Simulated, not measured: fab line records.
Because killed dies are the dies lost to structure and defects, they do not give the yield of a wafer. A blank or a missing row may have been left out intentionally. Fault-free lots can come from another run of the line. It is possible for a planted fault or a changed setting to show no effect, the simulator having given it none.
Matching of chambers :: flow gf180mcu :: cmp-02 running GF_V5_CMP_26: 4 sister chambers
The step polishes, stops on SiO2, t overpolish 15 s, target thk 0 nm. 4 wafers are shown with their chamber, then 12 later ones without.

## WAFERS, EACH WITH ITS CHAMBER
wafer: L090.3
chamber: 1
motor-current-A (A): 11.4

wafer: L091.1
chamber: 2
motor-current-A (A): 10.5

wafer: L091.3
chamber: 0
motor-current-A (A): 11.2

wafer: L091.5
chamber: 3
motor-current-A (A): 15.0

## WAFERS WHOSE CHAMBER IS MISSING
wafer: L092.1
motor-current-A (A): 10.8

wafer: L092.3
motor-current-A (A): 15.2

wafer: L092.5
motor-current-A (A): 15.0

wafer: L093.2
motor-current-A (A): 11.2

wafer: L093.3
motor-current-A (A): 14.2

wafer: L093.5
motor-current-A (A): 11.3

wafer: L094.2
motor-current-A (A): 15.4

wafer: L094.4
motor-current-A (A): 10.8

wafer: L094.5
motor-current-A (A): 11.2

wafer: L096.3
motor-current-A (A): 10.5

wafer: L096.4
motor-current-A (A): 11.5

wafer: L096.5
motor-current-A (A): 14.3

## EACH ONE'S CHAMBER
wafer: L092.1
from the rows above: can't be placed: 2 or 0 or 1
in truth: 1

wafer: L092.3
from the rows above: 3
in truth: 3

wafer: L092.5
from the rows above: 3
in truth: 3

wafer: L093.2
from the rows above: can't be placed: 0 or 1 or 2
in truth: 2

wafer: L093.3
from the rows above: 3
in truth: 3

wafer: L093.5
from the rows above: can't be placed: 1 or 0 or 2
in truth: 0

wafer: L094.2
from the rows above: 3
in truth: 3

wafer: L094.4
from the rows above: can't be placed: 2 or 0 or 1
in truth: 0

wafer: L094.5
from the rows above: can't be placed: 0 or 1 or 2
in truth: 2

wafer: L096.3
from the rows above: can't be placed: 2 or 0
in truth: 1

wafer: L096.4
from the rows above: can't be placed: 1 or 0
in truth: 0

wafer: L096.5
from the rows above: 3
in truth: 3
5 of 12 placed correctly. Cannot be placed on the basis of these rows: 7; the candidates contain the true chamber in 6. Placed wrongly: 0.
How it was worked out, from the rows above alone: a wafer's distance from a chamber is the root of the sum, over the readings, of the square of ((its reading less the chamber's mean) divided by the reading's scatter). If the next closest chamber is less than 2 further off than the closest, the wafer can't be placed; otherwise it belongs to the closest. For every chamber, the mean is computed from those of its wafers that are shown. The scatter (one wafer shown for each chamber): square how far every hidden wafer sits from the nearest shown wafer, average those squares and take the square root.
